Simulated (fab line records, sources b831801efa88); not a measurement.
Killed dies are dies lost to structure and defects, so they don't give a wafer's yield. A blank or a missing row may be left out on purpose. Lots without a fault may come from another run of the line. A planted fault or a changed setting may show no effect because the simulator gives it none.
Split-lot experiment | flow sfq_line | 5 lots, 23 wafers read, on a route of 325 steps

THE SPLIT
At SFQ_TRILAYER_I1_VIA_LITHO_EXPOSE_050 (exposes mask I1, target cd 500 nm), the setting dose_mj was moved away from the recipe's 21.3 on 8 of the 23 wafers read, by -2.5% to +7.0%. The other wafers ran this setting at the recipe's value.

FROM THE SPLIT TO THE READING: what the file shows between them, 3 steps
- SFQ_TRILAYER_I1_VIA_LITHO_PEB_052: peb time 60 s
- SFQ_TRILAYER_I1_VIA_LITHO_DEVELOP_051: time 60 s
- SFQ_TRILAYER_I1_VIA_BARC_OPEN_VIA_ETCH_071: etches BARC in O2, target depth 125 nm, time 41.7 s

THE READING
I1.cd_nm (the simulator's own value, which no gauge read), in nm, at SFQ_TRILAYER_I1_VIA_ETCH_VIA_ETCH_052 (etches SiO2 in CHF3, stops on Nb, target depth 260 nm). The file gives no usual value for it. The 15 wafers here that ran the recipe average 499.1 nm, standard deviation 2 nm.

wafer  | tool, chamber at the split | dose_mj as run | against the recipe | I1.cd_nm, nm | against lot-mates on the recipe
L074.2 | krf_scanner-01, 0          | 21.3           | recipe             | 495.8        | -
L074.3 | krf_scanner-01, 0          | 21.3           | recipe             | 497.3        | -
L074.4 | krf_scanner-01, 0          | 21.3           | recipe             | 500          | -
L074.5 | krf_scanner-01, 0          | 21.3           | recipe             | 497.1        | -
L074.6 | krf_scanner-01, 0          | 21.3           | recipe             | 496.3        | -
L075.1 | krf_scanner-01, 0          | 21.94          | +3.0%              | 504.1        | +3.8
L075.3 | krf_scanner-01, 0          | 21.94          | +3.0%              | 504.9        | +4.5
L075.4 | krf_scanner-01, 0          | 21.3           | recipe             | 501          | -
L075.5 | krf_scanner-01, 0          | 21.94          | +3.0%              | 504.5        | +4.1
L075.6 | krf_scanner-01, 0          | 21.3           | recipe             | 499.7        | -
L078.1 | krf_scanner-01, 0          | 21.3           | recipe             | 498.1        | -
L078.2 | krf_scanner-01, 0          | 21.3           | recipe             | 503.4        | -
L078.6 | krf_scanner-01, 0          | 21.3           | recipe             | 497.6        | -
L080.1 | krf_scanner-01, 0          | 21.3           | recipe             | 501.1        | -
L080.2 | krf_scanner-01, 0          | 22.79          | +7.0%              | 509.6        | +9.6
L080.4 | krf_scanner-01, 0          | 21.3           | recipe             | 499          | -
L080.5 | krf_scanner-01, 0          | 22.79          | +7.0%              | 512.5        | +12.4
L080.6 | krf_scanner-01, 0          | 22.79          | +7.0%              | 511          | +10.9
L084.1 | krf_scanner-02, 0          | 21.3           | recipe             | 501.5        | -
L084.3 | krf_scanner-02, 0          | 21.3           | recipe             | 499.3        | -
L084.4 | krf_scanner-02, 0          | 21.3           | recipe             | 499.9        | -
L084.5 | krf_scanner-02, 0          | 20.77          | -2.5%              | 495.4        | -4.8
L084.6 | krf_scanner-02, 0          | 20.77          | -2.5%              | 498.7        | -1.5

THE FIT
A straight line over all 23 wafers: I1.cd_nm changes by +1.61 nm for each +1% of dose_mj; r = +0.92; the points scatter about the line by 2 nm.
The same after taking each lot's own level away (the mean of its wafers on the recipe; 23 wafers): +1.52 nm for each +1%; r = +0.94; scatter 1.5 nm.
On that fit, the largest move of dose_mj shifts the reading by 11 nm.
The lots' own levels span 497.30 to 500.35 nm, that is 1.5 times the standard deviation above.
So the lot-to-lot level changes the slope little: the two slopes agree.
Check: with one of the wafers moved furthest among these (+7.0%) left out of the fit, the line predicts +11.1 nm for it against its lot-mates. It came out at +9.55 nm against them.

OTHER SPLITS ON THESE WAFERS
These wafers also went through other splits before the reading. Each is held against what the fit with the lots' levels taken away leaves over:
other split on the same wafers                   | wafers away from the commonest value | r with I1.cd_nm (lot level and that fit taken away)
SFQ_TRILAYER_L0_LITHO_COAT_010 spin_rpm          | 11                                   | -0.08
SFQ_TRILAYER_L0_VIA_LITHO_COAT_018 resist_thk_nm | 8                                    | +0.09
SFQ_TRILAYER_L0_VIA_LITHO_PEB_016 peb_temp_c     | 6                                    | -0.16
SFQ_TRILAYER_M0_LITHO_COAT_026 resist_thk_nm     | 11                                   | +0.20
SFQ_TRILAYER_M0_BARC_OPEN_METAL_ETCH_031 icp_w   | 9                                    | -0.17
SFQ_TRILAYER_I0_VIA_LITHO_COAT_031 spin_rpm      | 9                                    | +0.16
SFQ_TRILAYER_I0_VIA_LITHO_PEB_034 peb_temp_c     | 4                                    | -0.14
SFQ_TRILAYER_I0_VIA_ETCH_VIA_ETCH_034 source_w   | 5                                    | +0.03
SFQ_TRILAYER_M1_LITHO_COAT_044 spin_rpm          | 6                                    | -0.01
SFQ_TRILAYER_I1_VIA_LITHO_COAT_054 spin_rpm      | 7                                    | +0.08

THE WHOLE CHAIN: every reading that the file lists as answering this split, in the file's order
step                                       | what it does                                          | reading                                                   | change (the file's fit)              | r (the file's)
SFQ_TRILAYER_I1_VIA_BARC_OPEN_VIA_ETCH_071 | etches BARC in O2, target depth 125 nm, time 41.7 s   | I1.cd_nm (the simulator's own value, which no gauge read) | +1.59 nm for each +1% of the setting | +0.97
SFQ_TRILAYER_I1_VIA_ETCH_VIA_ETCH_052      | etches SiO2 in CHF3, stops on Nb, target depth 260 nm | I1.cd_nm (the simulator's own value, which no gauge read) | +1.52 nm for each +1% of the setting | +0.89

THE FILE'S OWN FIT
I1.cd_nm changes by +1.52 nm for each +1% of dose_mj, r = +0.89.
